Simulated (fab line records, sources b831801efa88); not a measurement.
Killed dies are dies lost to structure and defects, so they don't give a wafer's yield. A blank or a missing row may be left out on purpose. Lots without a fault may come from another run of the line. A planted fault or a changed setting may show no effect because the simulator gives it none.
A struck lot beside a sound one | flow sfq_line | 19 steps out of a route of 325
Sound: wafers L418.1, L418.4, L418.5. Struck: wafers L403.1, L403.3, L403.4. The cause comes at the end.
At each step with rows: each side's tool, then ch and its chambers, then its first start. Under that, the readings that differ: sound wafers | struck wafers | difference of the means | sigmas: that difference in standard deviations of wafers without a fault.
alike: readings whose means differ by less than 2 such deviations, and words and numbers that are the same on both sides. not compared: withheld readings, readings that some wafer has no value for, bounds like >300 that may hide the same value, and numbers for which the record gives no deviation and whose values overlap.
The two part at a step that has a row with sigmas, a row that says differs or no value, or rows on one side only. Numbers that don't overlap but have no deviation are shown without sigmas and don't part them. A reading that every wafer of one side lacks parts them only if that side has two wafers or more.

first, 4 steps without rows for these wafers: SFQ_TRILAYER_I5_LITHO_SOFTBAKE_148; SFQ_TRILAYER_I5_LITHO_EXPOSE_145 (exposes mask I5, target cd 700 nm); SFQ_TRILAYER_I5_LITHO_PEB_147 (peb time 60 s); SFQ_TRILAYER_I5_LITHO_DEVELOP_146 (time 60 s).
SFQ_I5_OVL_MEAS_936:
  sound on overlay-01, day 74 11:31; struck on overlay-01, day 62 04:59
  alike: I5_OVL
SFQ_TRILAYER_I5_BARC_OPEN_VIA_ETCH_200: etches BARC in O2, target depth 125 nm, time 41.7 s.
  sound on rie_diel-01 ch 0,3, day 74 11:34; struck on rie_diel-01 ch 1,2,3, day 62 05:01
  alike: bias_w, drypump_motor_current_A, oes_product_au
  not compared: rf_hours_counter_h
SFQ_TRILAYER_I5_ETCH_VIA_ETCH_147: etches the open film in CHF3, stops on Nb, target depth 360 nm.
  sound on rie_diel-01 ch 0,3, day 74 11:36; struck on rie_diel-01 ch 1,2,3, day 62 05:04
  alike: bias_w, drypump_motor_current_A, oes_product_au
SFQ_TRILAYER_I5_STRIP_STRIP_148: strips in O2.
  sound on rie_metal-02 ch 0,1, day 74 11:45; struck on rie_metal-02 ch 0,1, day 62 05:13
  alike: drypump_motor_current_A, oes_product_au
  not compared: rf_hours_counter_h
then, 4 steps without rows for these wafers: SFQ_TRILAYER_I5_STRIP_SOLV_CLEAN_149 (cleans in NMP, time 600 s); SFQ_TRILAYER_C5_LITHO_COAT_156 (resist thk 62 nm); SFQ_TRILAYER_C5_LITHO_COAT_151 (resist thk 650 nm); SFQ_TRILAYER_C5_LITHO_SOFTBAKE_155.
SFQ_TRILAYER_C5_LITHO_EXPOSE_152: exposes mask C5, target cd 500 nm.
  sound on krf_scanner-02 ch 0, day 78 01:23; struck on krf_scanner-01 ch 0, day 62 07:05
  reading              | sound                | struck               | difference | sigmas
  exposure_dose_mJ_cm2 | 21.305 21.301 21.349 | 22.762 22.809 22.750 | +1.455     | +63
  alike: mask, reticle_temp_C
then, 2 steps without rows for these wafers: SFQ_TRILAYER_C5_LITHO_PEB_154 (peb time 60 s); SFQ_TRILAYER_C5_LITHO_DEVELOP_153 (time 60 s).
SFQ_C5_OVL_MEAS_937:
  sound on overlay-02, day 78 02:53; struck on overlay-01, day 62 08:35
  reading     | sound  | struck   | difference | sigmas
  C5_OVL (nm) | 11 8 6 | -3 -5 -9 | -14        | -3
SFQ_TRILAYER_C5_BARC_OPEN_VIA_ETCH_210: etches BARC in O2, target depth 125 nm, time 41.7 s.
  sound on rie_diel-04 ch 0,1, day 78 02:55; struck on rie_diel-04 ch 1,2,3, day 62 08:37
  reading             | sound             | struck        | difference | sigmas
  model.C5.cd_nm (nm) | 504.4 503.8 503.7 | 510 510.1 509 | +6         |
  alike: bias_w, drypump_motor_current_A, oes_product_au
  not compared: rf_hours_counter_h
SFQ_TRILAYER_C5_ETCH_VIA_ETCH_154: etches SiO2 in CHF3, stops on Nb, target depth 84 nm.
  sound on rie_diel-04 ch 0,1, day 78 02:57; struck on rie_diel-04 ch 1,2,3, day 62 08:40
  reading             | sound           | struck            | difference | sigmas
  model.C5.cd_nm (nm) | 504.7 504.1 504 | 510.5 510.8 509.4 | +6.0       |
  alike: bias_w, drypump_motor_current_A, oes_product_au
SFQ_TRILAYER_C5_STRIP_STRIP_155: strips in O2.
  sound on rie_metal-02 ch 0,1, day 78 03:00; struck on rie_metal-03 ch 0,1, day 62 08:42
  alike: drypump_motor_current_A, oes_product_au
  not compared: rf_hours_counter_h

WHERE THEY PART
First at SFQ_TRILAYER_C5_LITHO_EXPOSE_152; last, within this record, at SFQ_C5_OVL_MEAS_937. Later steps at which nothing parts them and some readings are alike: SFQ_TRILAYER_C5_BARC_OPEN_VIA_ETCH_210, SFQ_TRILAYER_C5_ETCH_VIA_ETCH_154, SFQ_TRILAYER_C5_STRIP_STRIP_155.

WHY: what the simulator had put in
Process parameter drift: krf_scanner-01, from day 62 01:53 on, at SFQ_TRILAYER_C5_LITHO_EXPOSE_152. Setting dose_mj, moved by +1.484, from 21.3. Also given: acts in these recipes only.
